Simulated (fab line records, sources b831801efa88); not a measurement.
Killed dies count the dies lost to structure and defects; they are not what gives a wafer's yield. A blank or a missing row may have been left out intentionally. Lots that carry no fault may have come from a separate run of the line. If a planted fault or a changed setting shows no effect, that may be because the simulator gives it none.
One fault seen from 2 desks	flow gf180mcu	numbers are kept per desk, each desk with only its own; the story behind them comes last

FROM THE METROLOGY DESK
Lot by lot, what the gauges showed, no matter which tool ran the lot: averages of those sampled wafers that carry a number. If a lot's mean is further than 4 standard deviations from the usual mean, the lot is out of limits and carries the mark OUT (the distance appears in the brackets).
Columns: A = V2_W_THK at GF_V2_THK_MEAS_25, usual 358 nm; B = M4_OVL at GF_M4_OVL_MEAS_15, usual 3 nm
lot	first seen here	A	B
L543	day 20 03:12	367	-1
L544	day 20 13:37	363	-8
L545	day 21 02:10	362	-1
L547	day 21 19:19	360	12
L549	day 22 14:37	356	10
L550	day 22 20:50	357	-1
L553	day 24 01:34	361	8
L557	day 25 08:43	354	13
L559	day 25 23:03	363	5
L563	day 27 10:44	360	7
L565	day 27 15:49	358	1
L564	day 27 17:13	358	0
L566	day 28 03:48	355	3
Finding of this desk: none of the 13 lots has anything out of limits.

TOOL OWNER'S DESK, pvd_sputter-01
The tool's own readings at GF_TOP_METAL_SPUTTER_01 (material TiN, target thk 30 nm, time 25 s): means of the sampled wafers that have a number, for each lot that ran on this tool. If a lot's mean is further than 4 standard deviations from the usual mean, the lot is out of limits and carries the mark OUT (the distance appears in the brackets).
Columns: A = chamber_pressure_pa at GF_TOP_METAL_SPUTTER_01, usual 0.4000 Pa; B = throttle_valve_pct at GF_TOP_METAL_SPUTTER_01, usual 29.9 %
lot	first seen here	A	B
L543	day 27 01:08	0.3998	30.4
L550	day 29 06:12	0.4007	29.9
L559	day 31 21:38	0.4001	30.4
Finding of this desk: none of the 3 lots has anything out of limits.

TAKEN TOGETHER
Nothing out of limits was seen by the metrology desk.
The desk of the tool owner found nothing out of limits.

WHAT WAS PUT IN BY THE SIMULATOR
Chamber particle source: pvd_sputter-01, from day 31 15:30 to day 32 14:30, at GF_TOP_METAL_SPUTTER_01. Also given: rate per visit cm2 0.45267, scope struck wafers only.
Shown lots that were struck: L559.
